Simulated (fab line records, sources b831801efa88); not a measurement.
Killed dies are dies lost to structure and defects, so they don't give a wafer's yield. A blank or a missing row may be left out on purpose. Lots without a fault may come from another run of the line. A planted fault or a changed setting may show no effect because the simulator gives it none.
Problem report in the 8D (eight disciplines) form, filled by code | flow sky130 | the parts of the form that need people (team, actions taken, sign-off) are left out

1. THE PROBLEM
temp_c at SKY_FIELD_ISO_WET_ETCH_28 reads a mean of 42.04 C on 6 wafers of 2 lots; wafers without a fault read 25.02 C with a standard deviation of 0.099. That is +99 or more standard deviations from the usual mean.
The step: etches SiO2 in dHF, target depth 23.7 nm, time 47 s.
First seen on wafer L840.3, day 4 01:05, on wet_bench-01. The record holds 18 wafers of 6 lots with a number at this step. Rule for "out", or "out of limits": more than 4 standard deviations from the usual mean. The other wafers with a number count as sound.

2. WHAT IT IS AND WHAT IT IS NOT
question                    | is                         | is not
which readings at this step | temp_c, bath_heat_duty_pct | -
which lots                  | L840, L842                 | L835, L838, L847, L855
which wafers of those lots  | all that have a number     | -
read on which tools         | wet_bench-01               | wet_bench-04
when                        | from day 4 01:05           | up to then (6 sound wafers); but 6 sound wafers of L847, L855 came after

3. SUSPECTS, AND WHAT RULES EACH OUT
Counting: a tool at a process step up to the reading stays a suspect if it ran every lot that is out and no sound lot after the first of them.
- cmp-01 at SKY_FIELD_ISO_CMP_27 (polishes, stops on Si3N4, t overpolish 16 s, target thk 457.8 nm): ruled out as a lasting fault. Sound lots L847, L855 ran on it after its first lot that is out, L840 (day 4 00:47).
- wet_bench-01 at SKY_FIELD_ISO_WET_ETCH_28 (etches SiO2 in dHF, target depth 23.7 nm, time 47 s): kept. It ran every lot that is out, first L840 (day 4 01:05), and no sound lot after that; its last sound lot up to then is L835 (day 3 00:26). Its own readings are out on those wafers: bath_heat_duty_pct, temp_c.
Left after counting: wet_bench-01 at SKY_FIELD_ISO_WET_ETCH_28.

4. THE CAUSE (what the simulator had put in)
Process parameter drift: wet_bench-01, from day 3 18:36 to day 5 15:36, at SKY_FIELD_ISO_WET_ETCH_28. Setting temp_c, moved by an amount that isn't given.
Counting left only this tool.

5. THE CHAIN OF EFFECTS, in route order
Each row: a reading whose mean over the struck wafers that have a number lies more than 3 standard deviations from the usual. Only readings for which the record gives a usual standard deviation are gone through. hours: the time from each lot's start at the first step in this table that gives one to its start at this step, as a median over the lots. sigmas: the change in usual standard deviations.
hours | step                      | reading            | usual   | on struck wafers | change | sigmas
0     | SKY_FIELD_ISO_WET_ETCH_28 | bath_heat_duty_pct | 6.7 %   | 33.8             | +27.1  | +33
0     | SKY_FIELD_ISO_WET_ETCH_28 | temp_c             | 25.02 C | 42.04            | +17.02 | +99 or more
The process steps in it:
- SKY_FIELD_ISO_WET_ETCH_28: etches SiO2 in dHF, target depth 23.7 nm, time 47 s.
Later measuring or inspecting steps at which every struck wafer that the step has a row for has a number for every such reading, and none has moved that far: SKY_NWELL_THK_MEAS_02, SKY_DNWELL_TW_MEAS_09, SKY_PWDE_OVL_MEAS_07, SKY_PWDE_TW_MEAS_10.

6. WHAT WOULD HAVE CAUGHT IT SOONER
In this record the first reading out of limits was taken at day 4 01:05, 6 hours after the fault began at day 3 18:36.
